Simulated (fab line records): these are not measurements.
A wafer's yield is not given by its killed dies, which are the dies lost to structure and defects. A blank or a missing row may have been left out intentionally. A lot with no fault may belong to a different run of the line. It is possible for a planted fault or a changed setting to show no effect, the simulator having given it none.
fab line records ; flow sfq_line
record lots=14; wafers=42; last_day=88
route steps=325 shown I4@165 JJ@179
lots that met no fault: taken from a fault-free run of the same line
start_h: hours from the record's opening day to when the first of the lot's shown wafers began ; wait_h: hours since the lot's step before ; " as in the row above ; L1.1+2: a single row standing in for several wafers ; - no value, or no start was given ; * or withheld: withheld ; < > ~ a bound
route shown NAME@n: names a module that has steps shown in the file, with the first one's number in the route ; usual: mean/standard deviation taken from wafers without a fault ; same: alike in all rows ; chamber/n: place in a boat ; sites: the reading at each site ; _std_site: their standard deviation ; _edge_site: outer sites' mean less inner sites' ; radius_mm: for every site, how far away it sits from the centre of the wafer ; mask NAME#n: copy n ; behind: the most recent tool/chamber to have shaped the wafer ; hold: why the lot went on hold/how many hours it stayed there/how the hold came to an end ; device: names the non-switching transistor (n, p or np) ; end of line: at the end of the route, the tests of the same wafers ; a step with no rows: only its recipe ; killed: dies that structure and defects cost at the first sort, which is not the same as the wafer's yield ; map: dies across one wafer; x = killed, . = not, _ = none there
set.NAME: the run value of the setting; set.NAME@STEP: its run value at that earlier step ; model.NAME: the simulator's own value behind a step, which no gauge read
the route's steps for a sample of lots (tables are steps, rows are wafers)
services: when a tool's chamber went out of use (start_h, in hours from the record's first day, below 0 if earlier), for how many hours, and the reason
## steps
# step SFQ_I4_BOW_MEAS_927
# recipe mode=bow
# usual I4_BOW=4/7.5
lot.wafer;tool;chamber;start_h;wait_h;I4_BOW[um]
L468.1;film_metro-01;-;1158.53;2.0;-9
L468.4;film_metro-01;-;1158.53;2.0;0
L468.5;film_metro-01;-;1158.53;2.0;-1
L469.1;film_metro-02;-;1187.45;2.0;11
L469.3;film_metro-02;-;1187.45;2.0;6
L469.5;film_metro-02;-;1187.45;2.0;6
L471.3;film_metro-04;-;1191.54;2.0;5
L471.4;film_metro-04;-;1191.54;2.0;9
L471.6;film_metro-04;-;1191.54;2.0;10
L473.2;film_metro-02;-;1300.52;2.5;-3
L473.3;film_metro-02;-;1300.52;2.5;9
L473.5;film_metro-02;-;1300.52;2.5;17
L474.1;film_metro-04;-;1303.12;1.0;8
L474.3;film_metro-04;-;1303.12;1.0;-3
L474.5;film_metro-04;-;1303.12;1.0;-1
L475.1;film_metro-02;-;1309.12;2.0;15
L475.2;film_metro-02;-;1309.12;2.0;5
L475.6;film_metro-02;-;1309.12;2.0;10
L476.1;film_metro-04;-;1312.12;2.0;1
L476.3;film_metro-04;-;1312.12;2.0;3
L476.5;film_metro-04;-;1312.12;2.0;3
L477.3;film_metro-02;-;1315.16;1.5;6
L477.4;film_metro-02;-;1315.16;1.5;-1
L477.6;film_metro-02;-;1315.16;1.5;6
L480.4;film_metro-04;-;1322.52;2.6;-5
L480.5;film_metro-04;-;1322.52;2.6;0
L480.6;film_metro-04;-;1322.52;2.6;5
L481.1;film_metro-02;-;1324.12;1.5;12
L481.2;film_metro-02;-;1324.12;1.5;13
L481.3;film_metro-02;-;1324.12;1.5;12
L483.1;film_metro-04;-;1334.46;1.0;10
L483.2;film_metro-04;-;1334.46;1.0;-14
L483.4;film_metro-04;-;1334.46;1.0;-5
L485.1;film_metro-04;-;1340.49;1.5;14
L485.2;film_metro-04;-;1340.49;1.5;9
L485.4;film_metro-04;-;1340.49;1.5;0
L490.1;film_metro-02;-;1431.23;2.5;8
L490.2;film_metro-02;-;1431.23;2.5;-12
L490.4;film_metro-02;-;1431.23;2.5;3
L491.1;film_metro-01;-;1523.22;2.0;1
L491.2;film_metro-01;-;1523.22;2.0;12
L491.5;film_metro-01;-;1523.22;2.0;-3
# step SFQ_TRILAYER_I4_VIA_LITHO_DEVELOP_105
# recipe time_s=60; resist=KrF
# usual chill_plate_temp_C=23.02/0.11; exhaust_pa=45.0/0.93
lot.wafer;tool;chamber;start_h;wait_h;chill_plate_temp_C;exhaust_pa
L468.1;litho_track-02;0;1227.13;0.1;23.17;44.6
L468.4;litho_track-02;0;1227.13;0.1;23.08;44.9
L468.5;litho_track-02;0;1227.13;0.1;23.18;44.9
L469.1;litho_track-02;0;1260.82;0.1;22.93;44.3
L469.3;litho_track-02;0;1260.82;0.1;22.99;45.7
L469.5;litho_track-02;0;1260.82;0.1;23.00;44.3
L471.3;litho_track-04;0;1266.87;0.1;23.06;44.4
L471.4;litho_track-04;0;1266.87;0.1;23.07;44.8
L471.6;litho_track-04;0;1266.87;0.1;23.07;44.6
L473.2;litho_track-04;0;1308.80;0.1;23.08;45.0
L473.3;litho_track-04;0;1308.80;0.1;23.19;44.2
L473.5;litho_track-04;0;1308.80;0.1;23.18;44.8
L474.1;litho_track-04;0;1309.98;0.1;22.99;45.7
L474.3;litho_track-04;0;1309.98;0.1;23.05;44.8
L474.5;litho_track-04;0;1309.98;0.1;22.88;45.5
L475.1;litho_track-04;0;1312.67;0.1;23.22;45.6
L475.2;litho_track-04;0;1312.67;0.1;23.07;44.3
L475.6;litho_track-04;0;1312.67;0.1;23.12;46.3
L476.1;litho_track-04;0;1315.54;0.1;22.96;44.5
L476.3;litho_track-04;0;1315.54;0.1;23.00;46.1
L476.5;litho_track-04;0;1315.54;0.1;23.17;44.0
L477.3;litho_track-01;0;1318.59;0.1;23.08;44.0
L477.4;litho_track-01;0;1318.59;0.1;23.12;45.2
L477.6;litho_track-01;0;1318.59;0.1;23.09;44.4
L480.4;litho_track-04;-;1325.95;0.1;-;-
L480.5;litho_track-04;-;1325.95;0.1;-;-
L480.6;litho_track-04;-;1325.95;0.1;-;-
L481.1;litho_track-02;-;1327.54;0.1;-;-
L481.2;litho_track-02;-;1327.54;0.1;-;-
L481.3;litho_track-02;-;1327.54;0.1;-;-
L483.1;litho_track-04;0;1337.88;0.1;23.03;44.5
L483.2;litho_track-04;0;1337.88;0.1;22.99;45.7
L483.4;litho_track-04;0;1337.88;0.1;22.91;45.0
L485.1;litho_track-04;0;1451.64;0.1;22.97;46.9
L485.2;litho_track-04;0;1451.64;0.1;22.81;44.5
L485.4;litho_track-04;0;1451.64;0.1;23.13;46.3
L490.1;litho_track-02;0;1551.37;0.1;23.00;44.1
L490.2;litho_track-02;0;1551.37;0.1;23.11;44.2
L490.4;litho_track-02;0;1551.37;0.1;22.98;44.3
L491.1;litho_track-04;0;1652.29;0.1;22.79;43.3
L491.2;litho_track-04;0;1652.29;0.1;22.80;45.5
L491.5;litho_track-04;0;1652.29;0.1;22.82;45.2
# step SFQ_TRILAYER_I4_VIA_STRIP_STRIP_107
# recipe gas=O2; power_w=200; platen_temp_c=40; overash_fraction=0.65; chemistry=O2; pressure_mtorr=50
# usual drypump_motor_current_A=5.7/0.32; oes_product_au=0.998/0.0084
lot.wafer;tool;chamber;start_h;wait_h;drypump_motor_current_A;oes_product_au;rf_hours_counter_h
L468.1;rie_metal-02;1;1227.47;-;5.4;0.999;109
L468.4;rie_metal-02;0;1227.47;-;5.7;0.995;-
L468.5;rie_metal-02;0;1227.47;-;5.7;1.009;-
L469.1;rie_metal-03;0;1261.16;-;6.4;0.981;99
L469.3;rie_metal-03;0;1261.16;-;6.3;0.977;-
L469.5;rie_metal-03;1;1261.16;-;6.0;1.005;-
L471.3;rie_metal-02;1;1267.36;-;5.4;0.994;-
L471.4;rie_metal-02;0;1267.36;-;5.7;1.000;-
L471.6;rie_metal-02;1;1267.36;-;5.4;0.982;-
L473.2;rie_metal-01;1;1309.11;-;5.6;1.003;64
L473.3;rie_metal-01;0;1309.11;-;5.6;0.998;-
L473.5;rie_metal-01;1;1309.11;-;5.6;1.008;-
L474.1;rie_metal-02;0;1310.31;-;5.7;0.993;81
L474.3;rie_metal-02;0;1310.31;-;5.7;0.999;-
L474.5;rie_metal-02;0;1310.31;-;5.7;0.997;-
L475.1;rie_metal-02;1;1313.01;-;5.4;1.003;1
L475.2;rie_metal-02;0;1313.01;-;5.7;0.999;82
L475.6;rie_metal-02;1;1313.01;-;5.4;0.998;-
L476.1;rie_metal-03;0;1315.88;-;6.4;0.985;108
L476.3;rie_metal-03;1;1315.88;-;6.0;1.009;-
L476.5;rie_metal-03;0;1315.88;-;6.4;0.997;-
L477.3;rie_metal-03;1;1319.15;-;6.0;1.008;-
L477.4;rie_metal-03;0;1319.15;-;6.5;0.993;-
L477.6;rie_metal-03;1;1319.15;-;6.0;1.005;-
L480.4;rie_metal-02;0;1326.41;-;5.7;1.005;-
L480.5;rie_metal-02;0;1326.41;-;5.7;1.001;-
L480.6;rie_metal-02;1;1326.41;-;5.4;1.009;-
L481.1;rie_metal-03;1;1327.88;-;6.0;1.009;50
L481.2;rie_metal-03;0;1327.88;-;6.4;0.988;110
L481.3;rie_metal-03;1;1327.88;-;6.0;1.009;-
L483.1;rie_metal-01;0;1338.21;-;5.6;1.001;126
L483.2;rie_metal-01;1;1338.21;-;5.6;0.995;69
L483.4;rie_metal-01;0;1338.21;-;5.6;1.004;-
L485.1;rie_metal-02;1;1451.98;-;5.4;1.017;19
L485.2;rie_metal-02;0;1451.98;-;5.7;0.998;97
L485.4;rie_metal-02;1;1451.98;-;5.4;1.009;-
L490.1;rie_metal-01;0;1551.71;-;5.6;0.997;11
L490.2;rie_metal-01;1;1551.71;-;5.6;1.002;100
L490.4;rie_metal-01;1;1551.71;-;5.6;1.003;-
L491.1;rie_metal-02;0;1652.63;-;5.7;0.988;122
L491.2;rie_metal-02;1;1652.63;-;5.4;1.006;43
L491.5;rie_metal-02;1;1652.63;-;5.4;1.009;-
# step SFQ_TRILAYER_JJ_TRILAYER_DEP_SPUTTER_109
# recipe material=Nb; base_pressure_pa=1.33e-06; chamber_pressure_pa=0.1333; substrate_temp_c=20; target_thk_nm=150; power_w=2000; time_s=100
# usual throttle_valve_pct=30.0/0.78
lot.wafer;tool;chamber;start_h;wait_h;throttle_valve_pct
L468.1;pvd_sputter-05;-;1228.29;0.0;28.4
L468.4;pvd_sputter-05;-;1228.29;0.0;30.4
L468.5;pvd_sputter-05;-;1228.29;0.0;29.3
L469.1;pvd_sputter-06;-;1261.96;0.0;31.1
L469.3;pvd_sputter-06;-;1261.96;0.0;30.5
L469.5;pvd_sputter-06;-;1261.96;0.0;31.1
L471.3;pvd_sputter-06;-;1267.98;0.0;31.1
L471.4;pvd_sputter-06;-;1267.98;0.0;31.1
L471.6;pvd_sputter-06;-;1267.98;0.0;30.5
L473.2;pvd_sputter-06;-;1309.92;0.0;30.9
L473.3;pvd_sputter-06;-;1309.92;0.0;30.3
L473.5;pvd_sputter-06;-;1309.92;0.0;30.5
L474.1;pvd_sputter-03;-;1311.12;0.0;30.1
L474.3;pvd_sputter-03;-;1311.12;0.0;29.1
L474.5;pvd_sputter-03;-;1311.12;0.0;29.1
L475.1;pvd_sputter-05;-;1313.81;0.0;30.3
L475.2;pvd_sputter-05;-;1313.81;0.0;28.6
L475.6;pvd_sputter-05;-;1313.81;0.0;30.2
L476.1;pvd_sputter-06;-;1316.89;0.0;30.5
L476.3;pvd_sputter-06;-;1316.89;0.0;31.1
L476.5;pvd_sputter-06;-;1316.89;0.0;30.4
L477.3;pvd_sputter-03;-;1319.89;0.0;29.9
L477.4;pvd_sputter-03;-;1319.89;0.0;28.8
L477.6;pvd_sputter-03;-;1319.89;0.0;29.2
L480.4;pvd_sputter-06;-;1327.02;0.0;30.2
L480.5;pvd_sputter-06;-;1327.02;0.0;30.5
L480.6;pvd_sputter-06;-;1327.02;0.0;31.1
L481.1;pvd_sputter-05;-;1328.89;0.0;30.4
L481.2;pvd_sputter-05;-;1328.89;0.0;29.4
L481.3;pvd_sputter-05;-;1328.89;0.0;28.6
L483.1;pvd_sputter-03;-;1339.03;0.0;29.8
L483.2;pvd_sputter-03;-;1339.03;0.0;29.3
L483.4;pvd_sputter-03;-;1339.03;0.0;30.2
L485.1;pvd_sputter-05;-;1452.79;0.0;28.6
L485.2;pvd_sputter-05;-;1452.79;0.0;29.7
L485.4;pvd_sputter-05;-;1452.79;0.0;29.1
L490.1;pvd_sputter-03;-;1552.51;0.0;30.3
L490.2;pvd_sputter-03;-;1552.51;0.0;29.7
L490.4;pvd_sputter-03;-;1552.51;0.0;29.1
L491.1;pvd_sputter-06;-;1653.44;0.0;31.1
L491.2;pvd_sputter-06;-;1653.44;0.0;31.2
L491.5;pvd_sputter-06;-;1653.44;0.0;30.4
## services
tool;chamber;start_h;hours;kind
pvd_sputter-05;-;1214.02;5.2;repair
pvd_sputter-06;-;1228.81;0.6;repair
rie_metal-02;-;1235.24;1.6;repair
rie_metal-02;-;1249.84;0.1;repair
pvd_sputter-05;-;1257.96;4.9;repair
pvd_sputter-06;-;1287.46;3.6;repair
pvd_sputter-05;-;1298.58;2.7;repair
rie_metal-03;-;1343.90;2.8;pm
pvd_sputter-05;-;1351.88;25.4;repair
rie_metal-03;1;1395.10;15.7;repair
pvd_sputter-03;-;1396.25;52.7;repair
rie_metal-02;0;1404.21;4.0;repair
rie_metal-02;-;1415.92;28.1;pm
pvd_sputter-03;-;1420.82;2.1;repair
rie_metal-03;-;1433.80;28.1;pm
pvd_sputter-03;-;1447.87;12.4;repair
pvd_sputter-05;-;1458.54;10.3;repair
pvd_sputter-05;-;1524.24;2.1;repair
rie_metal-02;-;1529.40;0.8;repair
rie_metal-03;1;1563.29;23.9;repair
pvd_sputter-05;-;1600.51;5.0;repair
rie_metal-03;-;1615.64;0.7;repair
pvd_sputter-03;-;1618.36;1.1;repair
rie_metal-02;-;1632.35;2.8;pm
## key
first_sign step=SFQ_TRILAYER_I4_VIA_LITHO_DEVELOP_105; reading=tool_record; direction=missing
effect none on later readings
met_at SFQ_TRILAYER_I4_VIA_LITHO_DEVELOP_105
struck_lots L480,L481
not_acting_at SFQ_I4_BOW_MEAS_927,SFQ_TRILAYER_I4_VIA_STRIP_STRIP_107,SFQ_TRILAYER_JJ_TRILAYER_DEP_SPUTTER_109
onset_between 1315.54 1325.95
fault kind=skipped_step_whole; tool=litho_track-02,litho_track-04; chamber=-; onset_h=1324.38; steps=SFQ_TRILAYER_I4_VIA_LITHO_DEVELOP_105; scope=struck_lots_only
